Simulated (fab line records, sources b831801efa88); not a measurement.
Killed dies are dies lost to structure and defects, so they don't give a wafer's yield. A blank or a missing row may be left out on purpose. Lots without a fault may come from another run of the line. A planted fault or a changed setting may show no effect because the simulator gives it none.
fab line records | flow gf180mcu
record lots=5 wafers=15 last_day=33
route steps=602 shown M1@317
lots that met no fault: from a run of the same line without faults
start_h: hours from the record's first day to the start of the lot's first wafer shown | wait_h: hours since the lot's step before | " the same as in the row above | L1.1+2: a row that stands for several wafers | - no value, or no start given | * or withheld: withheld | < > ~ a bound
route shown NAME@n: a module of which the file shows steps, and the number in the route of the first | usual: mean/standard deviation of fault-free wafers | same: alike in all rows | chamber/n: place in a boat | sites: the reading at each site | _std_site: their standard deviation | _edge_site: outer sites' mean less inner sites' | radius_mm: how far each site lies from the wafer's centre | mask NAME#n: copy n | behind: the tool/chamber that last shaped the wafer | hold: why the lot was held/for how many hours/how that ended | device: the transistor (n, p or np) that didn't switch | end of line: the same wafers' tests at the end of the route | a step without rows: its recipe alone | killed: dies lost to structure and defects at the first sort, not the wafer's yield | map: a wafer's dies, x killed, . not, _ none there
set.NAME: the setting as run; set.NAME@STEP: as run at that earlier step | model.NAME: the simulator's own value behind a step, which no gauge read
lots at some steps of the route; a table a step, a row a wafer
services: from which hour (start_h, from the record's first day; less than 0 if before it) a tool's chamber was out of use, for how many hours, and why
## steps
# step GF_M1_SPUTTER_02
# recipe material=AlCu target_thk_nm=450 power_w=10600 time_s=23.9 chamber_pressure_pa=0.4
# usual throttle_valve_pct=29.6/0.45
# columns lot.wafer tool chamber start_h wait_h throttle_valve_pct
L078.1 pvd_sputter-04 - 408.53 0.0 29.7
L078.4 " - " " 29.6
L078.6 " - " " 29.3
L083.1 pvd_sputter-04 - 470.91 0.0 29.4
L083.5 " - " " 29.3
L083.6 " - " " 29.9
L085.1 pvd_sputter-02 - 478.80 0.0 29.4
L085.2 " - " " 29.4
L085.3 " - " " 29.9
L088.2 pvd_sputter-04 - 503.09 0.0 29.6
L088.5 " - " " 29.1
L088.6 " - " " 29.6
L089.3 pvd_sputter-02 - 503.19 0.0 29.2
L089.4 " - " " 29.9
L089.6 " - " " 29.3
# step GF_M1_SPUTTER_03
# recipe material=Ti target_thk_nm=10 substrate_temp_c=300 chamber_pressure_pa=0.3 power_w=3000 time_s=6.7
# usual throttle_valve_pct=29.6/0.43
# columns lot.wafer tool chamber start_h wait_h throttle_valve_pct
L078.1 pvd_sputter-04 - 408.56 0.0 29.4
L078.4 " - " " 29.3
L078.6 " - " " 29.2
L083.1 pvd_sputter-04 - 470.94 0.0 29.5
L083.5 " - " " 29.6
L083.6 " - " " 29.8
L085.1 pvd_sputter-02 - 478.83 0.0 29.7
L085.2 " - " " 29.5
L085.3 " - " " 29.8
L088.2 pvd_sputter-04 - 503.12 0.0 29.3
L088.5 " - " " 29.6
L088.6 " - " " 29.3
L089.3 pvd_sputter-02 - 503.22 0.0 29.4
L089.4 " - " " 29.9
L089.6 " - " " 29.2
# step GF_M1_SPUTTER_04
# recipe material=TiN target_thk_nm=50 power_w=6500 time_s=41.7 chamber_pressure_pa=0.4
# usual throttle_valve_pct=29.6/0.44
# columns lot.wafer tool chamber start_h wait_h throttle_valve_pct
L078.1 pvd_sputter-04 - 408.58 0.0 29.9
L078.4 " - " " 29.5
L078.6 " - " " 29.5
L083.1 pvd_sputter-04 - 470.96 0.0 29.4
L083.5 " - " " 29.8
L083.6 " - " " 29.7
L085.1 pvd_sputter-02 - 478.85 0.0 29.8
L085.2 " - " " 29.1
L085.3 " - " " 29.7
L088.2 pvd_sputter-04 - 503.14 0.0 29.3
L088.5 " - " " 29.5
L088.6 " - " " 29.7
L089.3 pvd_sputter-02 - 503.24 0.0 29.4
L089.4 " - " " 29.7
L089.6 " - " " 29.3
# step GF_M1_RS_MEAS_05
# recipe thk_meas_gauge=four-point-probe reads=TiN_of_M1_SPUTTER_04+Ti_of_M1_SPUTTER_03+AlCu_of_M1_SPUTTER_02+TiN_of_M1_SPUTTER_01+Ti_of_M1_SPUTTER_00
# usual M1_ALCU_RS=0.0695/0.001
# columns lot.wafer tool chamber start_h wait_h M1_ALCU_RS[ohm/sq]
L078.1 film_metro-02 - 408.62 0.0 0.0708
L078.4 " - " " 0.0702
L078.6 " - " " 0.0704
L083.1 film_metro-01 - 471.00 0.0 0.0704
L083.5 " - " " 0.0706
L083.6 " - " " 0.0706
L085.1 film_metro-01 - 478.94 0.1 0.0696
L085.2 " - " " 0.0685
L085.3 " - " " 0.0678
L088.2 film_metro-04 - 503.20 0.0 0.0696
L088.5 " - " " 0.0705
L088.6 " - " " 0.0698
L089.3 film_metro-02 - 503.32 0.1 0.0687
L089.4 " - " " 0.0686
L089.6 " - " " 0.0691
# step GF_M1_THK_MEAS_06
# recipe thk_meas_gauge=xrf reads=AlCu_of_M1_SPUTTER_02
# usual M1_ALCU_THK=460/6.6
# columns lot.wafer tool chamber start_h wait_h M1_ALCU_THK[nm]
L078.1 film_metro-02 - 408.74 0.1 455
L078.4 " - " " 461
L078.6 " - " " 460
L083.1 film_metro-01 - 471.12 0.1 455
L083.5 " - " " 453
L083.6 " - " " 457
L085.1 film_metro-01 - 479.06 0.1 460
L085.2 " - " " 470
L085.3 " - " " 474
L088.2 film_metro-04 - 503.31 0.1 461
L088.5 " - " " 451
L088.6 " - " " 459
L089.3 film_metro-02 - 503.42 0.1 468
L089.4 " - " " 468
L089.6 " - " " 467
# step GF_M1_DEHYDRATE_07
# recipe temp_c=200 time_s=60
# usual exhaust_pa=44.7/0.91
# columns lot.wafer tool chamber start_h wait_h exhaust_pa
L078.1 litho_track-03 0 419.79 11.0 45.6
L078.4 " 0 " " 46.5
L078.6 " 0 " " 46.5
L083.1 litho_track-01 0 482.16 11.0 44.4
L083.5 " 0 " " 44.4
L083.6 " 0 " " 44.0
L085.1 litho_track-04 0 490.39 11.3 44.2
L085.2 " 0 " " 45.3
L085.3 " 0 " " 44.3
L088.2 litho_track-01 0 514.33 11.0 46.4
L088.5 " 0 " " 46.0
L088.6 " 0 " " 45.6
L089.3 litho_track-03 0 514.49 11.1 44.2
L089.4 " 0 " " 44.8
L089.6 " 0 " " 45.0
# step GF_M1_HMDS_08
# recipe prime_time_s=60 prime_temp_c=120
# usual exhaust_pa=45.0/0.88
# columns lot.wafer tool chamber start_h wait_h exhaust_pa
L078.1 litho_track-03 0 419.94 0.1 44.9
L078.4 " 0 " " 44.9
L078.6 " 0 " " 45.7
L083.1 litho_track-01 0 482.31 0.1 45.3
L083.5 " 0 " " 44.9
L083.6 " 0 " " 44.3
L085.1 litho_track-04 0 490.54 0.1 44.6
L085.2 " 0 " " 44.1
L085.3 " 0 " " 44.4
L088.2 litho_track-01 0 514.48 0.1 44.9
L088.5 " 0 " " 44.0
L088.6 " 0 " " 44.8
L089.3 litho_track-03 0 514.64 0.1 44.7
L089.4 " 0 " " 44.1
L089.6 " 0 " " 45.2
# step GF_M1_COAT_09
# recipe resist=KrF spin_rpm=withheld resist_thk_nm=1000
# usual dispense_pressure_kPa=49.2/0.75 exhaust_pa=45.0/0.81
# columns lot.wafer tool chamber start_h wait_h dispense_pressure_kPa exhaust_pa
L078.1 litho_track-03 0 420.09 0.1 49.5 45.8
L078.4 " 0 " " 49.5 44.7
L078.6 " 0 " " 49.5 44.7
L083.1 litho_track-01 0 482.46 0.1 49.8 45.6
L083.5 " 0 " " 49.7 45.6
L083.6 " 0 " " 49.8 45.2
L085.1 litho_track-04 0 490.69 0.1 47.9 44.9
L085.2 " 0 " " 47.9 43.6
L085.3 " 0 " " 47.9 43.6
L088.2 litho_track-01 0 514.63 0.1 49.8 44.4
L088.5 " 0 " " 49.8 42.9
L088.6 " 0 " " 49.7 44.3
L089.3 litho_track-03 0 514.79 0.1 49.5 44.8
L089.4 " 0 " " 49.4 43.5
L089.6 " 0 " " 49.5 43.5
# step GF_M1_SOFTBAKE_10
# recipe temp_c=130 time_s=60 resist=KrF
# usual exhaust_pa=45.0/0.97
# columns lot.wafer tool chamber start_h wait_h exhaust_pa
L078.1 litho_track-03 0 420.24 0.1 45.7
L078.4 " 0 " " 44.3
L078.6 " 0 " " 45.5
L083.1 litho_track-01 0 482.61 0.1 44.1
L083.5 " 0 " " 43.0
L083.6 " 0 " " 43.7
L085.1 litho_track-04 0 490.84 0.1 45.7
L085.2 " 0 " " 45.7
L085.3 " 0 " " 45.6
L088.2 litho_track-01 0 514.78 0.1 45.2
L088.5 " 0 " " 45.9
L088.6 " 0 " " 45.4
L089.3 litho_track-03 0 514.94 0.1 44.1
L089.4 " 0 " " 45.4
L089.6 " 0 " " 45.3
# step GF_M1_EXPOSE_11
# recipe mask_id=Metal1 target_cd_nm=230 na=0.68 source_shape=conventional sigma_outer=0.6 dose_mj=28
# usual stage_vel_mm_s=499.94/0.26
# columns lot.wafer tool chamber start_h wait_h mask stage_vel_mm_s
L078.1 krf_scanner-02 0 - - Metal1#0 499.82
L078.4 " 0 " " Metal1#0 500.14
L078.6 " 0 " " Metal1#0 500.19
L083.1 krf_scanner-01 0 - - Metal1#0 500.15
L083.5 " 0 " " Metal1#0 499.89
L083.6 " 0 " " Metal1#0 499.86
L085.1 krf_scanner-02 0 - - Metal1#0 499.52
L085.2 " 0 " " Metal1#0 499.66
L085.3 " 0 " " Metal1#0 499.70
L088.2 krf_scanner-01 0 - - Metal1#0 499.68
L088.5 " 0 " " Metal1#0 499.94
L088.6 " 0 " " Metal1#0 500.05
L089.3 krf_scanner-01 0 - - Metal1#0 500.08
L089.4 " 0 " " Metal1#0 499.86
L089.6 " 0 " " Metal1#0 499.54
## services
# columns tool chamber start_h hours kind
krf_scanner-02 - 396.88 3.6 pm
krf_scanner-01 - 400.44 1.0 pm
krf_scanner-02 - 411.60 0.2 repair
krf_scanner-02 - 430.61 1.0 pm
krf_scanner-02 - 443.47 0.3 repair
krf_scanner-02 - 450.66 1.3 pm
krf_scanner-02 - 451.96 4.4 pm
krf_scanner-01 - 477.56 0.8 pm
pvd_sputter-04 - 481.41 1.1 repair
pvd_sputter-04 0 485.21 - consumable_replace:kit
pvd_sputter-04 0 485.21 18.0 scheduled_down
pvd_sputter-04 0 485.21 18.0 vent_cycle
krf_scanner-01 - 505.42 1.3 pm
krf_scanner-02 - 513.30 3.3 repair
## key
fault none
